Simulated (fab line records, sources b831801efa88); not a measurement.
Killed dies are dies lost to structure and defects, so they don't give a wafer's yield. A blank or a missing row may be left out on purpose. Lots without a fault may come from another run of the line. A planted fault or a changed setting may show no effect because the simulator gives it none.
Chamber matching | flow gf180mcu | GF_V2_CMP_26 on cmp-01: 4 sister chambers
The step polishes, stops on SiO2, t overpolish 15 s, target thk 0 nm. 8 wafers are shown with their chamber, then 12 later ones without.

WAFERS WITH THEIR CHAMBER
wafer  | chamber | motor_current_A (A) | head_pressure_psi (psi)
L085.1 | 3       | 10.1                | 3.494
L085.2 | 2       | 10.7                | 3.501
L086.3 | 0       | 12.6                | 3.505
L086.5 | 2       | 10.6                | 3.504
L086.6 | 1       | 10.2                | 3.503
L087.2 | 3       | 11.0                | 3.498
L087.3 | 0       | 12.2                | 3.508
L087.4 | 1       | 10.5                | 3.473

WAFERS WITHOUT THEIR CHAMBER
wafer  | motor_current_A (A) | head_pressure_psi (psi)
L090.2 | 10.8                | 3.491
L090.3 | 11.4                | 3.501
L090.6 | 10.2                | 3.491
L094.2 | 9.9                 | 3.494
L094.5 | 12.3                | 3.504
L094.6 | 10.6                | 3.511
L096.2 | 10.9                | 3.505
L096.4 | 11.3                | 3.493
L096.6 | 10.9                | 3.486
L095.2 | 12.0                | 3.505
L095.4 | 10.9                | 3.502
L095.6 | 12.1                | 3.503

WHICH CHAMBER EACH WENT THROUGH
wafer  | from the rows above               | in truth
L090.2 | can't be placed: 3 or 2 or 1      | 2
L090.3 | can't be placed: 2 or 3 or 0 or 1 | 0
L090.6 | can't be placed: 1 or 3 or 2      | 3
L094.2 | can't be placed: 1 or 3 or 2      | 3
L094.5 | 0                                 | 0
L094.6 | can't be placed: 2 or 3 or 1      | 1
L096.2 | can't be placed: 2 or 3 or 1      | 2
L096.4 | can't be placed: 2 or 3 or 1 or 0 | 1
L096.6 | can't be placed: 3 or 1 or 2      | 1
L095.2 | 0                                 | 0
L095.4 | can't be placed: 2 or 3 or 1      | 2
L095.6 | 0                                 | 0
Placed correctly: 3 of 12. Can't be placed from these rows: 9 (the true chamber is among the candidates in 9). Placed wrongly: 0.
How it was worked out, from the rows above alone: a wafer's distance from a chamber is the root of the sum, over the readings, of the square of ((its reading less the chamber's mean) divided by the reading's scatter). The wafer belongs to the nearest chamber; if the next one is less than 2 further off, it can't be placed. A chamber's mean is the mean of its shown wafers. The scatter: the root of (the sum of the squares of (reading less its chamber's mean) over the shown wafers, divided by (wafers less chambers)).
